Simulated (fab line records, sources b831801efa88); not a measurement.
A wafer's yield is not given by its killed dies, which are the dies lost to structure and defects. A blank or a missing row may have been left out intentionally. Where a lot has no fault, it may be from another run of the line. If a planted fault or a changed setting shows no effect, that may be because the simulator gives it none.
Split-lot study + flow sfq line + 23 wafers read across 5 lots, on a route 325 steps long

THE SPLIT
At SFQ_TRILAYER_M0_DEP_SPUTTER_019 (material Nb, target thk 200 nm, time 133.3 s), the setting time s was moved away from the recipe's 133.3 s on 10 of the 23 wafers read, by -8.5% to +14.9%. The other wafers ran this setting at the recipe's value.

FROM THE SPLIT TO THE READING: what the file shows between them, 6 steps
- SFQ_M0_RS_MEAS_904: measures by four-point-probe
- SFQ_TRILAYER_M0_LITHO_COAT_021: resist thk 600 nm (also split here: spin rpm)
- SFQ_TRILAYER_M0_LITHO_SOFTBAKE_025
- SFQ_TRILAYER_M0_LITHO_EXPOSE_022: exposes mask M0, target cd 500 nm
- SFQ_TRILAYER_M0_LITHO_DEVELOP_023: time 60 s
- SFQ_TRILAYER_M0_BARC_OPEN_METAL_ETCH_031: etches BARC in O2, target depth 125 nm, time 41.7 s

THE READING
oes product au, in a.u., at SFQ_TRILAYER_M0_ETCH_METAL_ETCH_024 (etches Nb in Cl2/Ar, stops on SiO2, target depth 240 nm, time 120 s). A value of 0.895 a.u. with a standard deviation of 0.0083 a.u. is what fault-free wafers of this fab line usually give.

| wafer  | tool, chamber at the split | time s as run, s | against the recipe | oes product au, a.u. | against lot-mates on the recipe |
|--------|----------------------------|------------------|--------------------|----------------------|---------------------------------|
| L077.1 | pvd sputter-03, -          | 133.3            | recipe             | 0.902                | -                               |
| L077.2 | pvd sputter-03, -          | 153.1            | +14.9%             | 0.968                | +0.071                          |
| L077.3 | pvd sputter-03, -          | 133.3            | recipe             | 0.897                | -                               |
| L077.4 | pvd sputter-03, -          | 153.1            | +14.9%             | 0.986                | +0.089                          |
| L077.6 | pvd sputter-03, -          | 133.3            | recipe             | 0.891                | -                               |
| L078.1 | pvd sputter-04, -          | 133.3            | recipe             | 0.897                | -                               |
| L078.2 | pvd sputter-04, -          | 133.3            | recipe             | 0.891                | -                               |
| L078.3 | pvd sputter-04, -          | 122              | -8.5%              | 0.854                | -0.040                          |
| L078.5 | pvd sputter-04, -          | 122              | -8.5%              | 0.839                | -0.055                          |
| L078.6 | pvd sputter-04, -          | 122              | -8.5%              | 0.857                | -0.037                          |
| L079.1 | pvd sputter-03, -          | 151.7            | +13.8%             | 0.967                | +0.078                          |
| L079.2 | pvd sputter-03, -          | 133.3            | recipe             | 0.885                | -                               |
| L079.3 | pvd sputter-03, -          | 151.7            | +13.8%             | 0.958                | +0.069                          |
| L079.4 | pvd sputter-03, -          | 133.3            | recipe             | 0.892                | -                               |
| L079.6 | pvd sputter-03, -          | 151.7            | +13.8%             | 0.956                | +0.067                          |
| L082.1 | pvd sputter-03, -          | 133.3            | recipe             | 0.901                | -                               |
| L082.3 | pvd sputter-03, -          | 133.3            | recipe             | 0.892                | -                               |
| L082.4 | pvd sputter-03, -          | 127.7            | -4.2%              | 0.872                | -0.026                          |
| L082.5 | pvd sputter-03, -          | 127.7            | -4.2%              | 0.871                | -0.027                          |
| L082.6 | pvd sputter-03, -          | 133.3            | recipe             | 0.900                | -                               |
| L084.1 | pvd sputter-03, -          | 133.3            | recipe             | 0.910                | -                               |
| L084.4 | pvd sputter-03, -          | 133.3            | recipe             | 0.884                | -                               |
| L084.5 | pvd sputter-03, -          | 133.3            | recipe             | 0.896                | -                               |

THE FIT
A straight line over all 23 wafers: oes product au changes by +0.00514 a.u. for each +1% of time s; r = +0.98; the points scatter about the line by 0.0076 a.u.
The same after taking each lot's own level away (the mean of its wafers on the recipe; 23 wafers): +0.00531 a.u. for each +1%; r = +0.99; scatter 0.0067 a.u.
The reading moves by 0.079 a.u. for the largest change in time s, on that fit.
Measured against the standard deviation above, the lots' own levels, which go from 0.8885 to 0.8977 a.u., span 1.1 times it.
So the lot-to-lot level changes the slope little: the two slopes agree.
Check: +0.0803 a.u. against its lot-mates is what the line predicts for one of the wafers moved furthest among these (+14.9%) when that wafer is left out of the fit. It came out at +0.0713 a.u. against them.

OTHER SPLITS ON THESE WAFERS
Note: prior to the reading, these wafers also went through further splits. Each is held against what the fit with the lots' levels taken away leaves over:
| other split on the same wafers                   | wafers away from the commonest value | r with oes product au (lot level and that fit taken away) |
|--------------------------------------------------|--------------------------------------|-----------------------------------------------------------|
| SFQ_TRILAYER_INCOMING_OXIDATION_002 ox time s    | 15                                   | -0.01                                                     |
| SFQ_TRILAYER_L0_LITHO_COAT_005 resist thk nm     | 9                                    | +0.00                                                     |
| SFQ_TRILAYER_L0_ETCH_METAL_ETCH_008 icp w        | 9                                    | -0.30                                                     |
| SFQ_TRILAYER_L0_VIA_LITHO_COAT_013 resist thk nm | 10                                   | +0.03                                                     |
| SFQ_TRILAYER_L0_VIA_LITHO_PEB_016 peb temp c     | 3                                    | +0.12                                                     |
| SFQ_TRILAYER_M0_LITHO_COAT_021 spin rpm          | 8                                    | +0.03                                                     |

THE WHOLE CHAIN: every reading that the file lists as answering this split, in the file's order
| step                                | what it does                                                        | reading                                                                                   | change (the file's fit)                   | r (the file's) |
|-------------------------------------|---------------------------------------------------------------------|-------------------------------------------------------------------------------------------|-------------------------------------------|----------------|
| SFQ_TRILAYER_M0_DEP_SPUTTER_019     | material Nb, target thk 200 nm, time 133.3 s                        | Nb_of_TRILAYER_M0_DEP_SPUTTER_019.thk nm (the simulator's own value, which no gauge read) | +2.02 nm for each +1% of the setting      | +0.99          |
| SFQ_M0_RS_MEAS_904                  | measures by four-point-probe                                        | M0_NB_RS                                                                                  | -0.00816 for each +1% of the setting      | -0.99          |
| SFQ_TRILAYER_M0_ETCH_METAL_ETCH_024 | etches Nb in Cl2/Ar, stops on SiO2, target depth 240 nm, time 120 s | oes product au                                                                            | +0.00535 a.u. for each +1% of the setting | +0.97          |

FILE'S OWN FIT
oes product au changes by +0.00535 a.u. for each +1% of time s, r = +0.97.
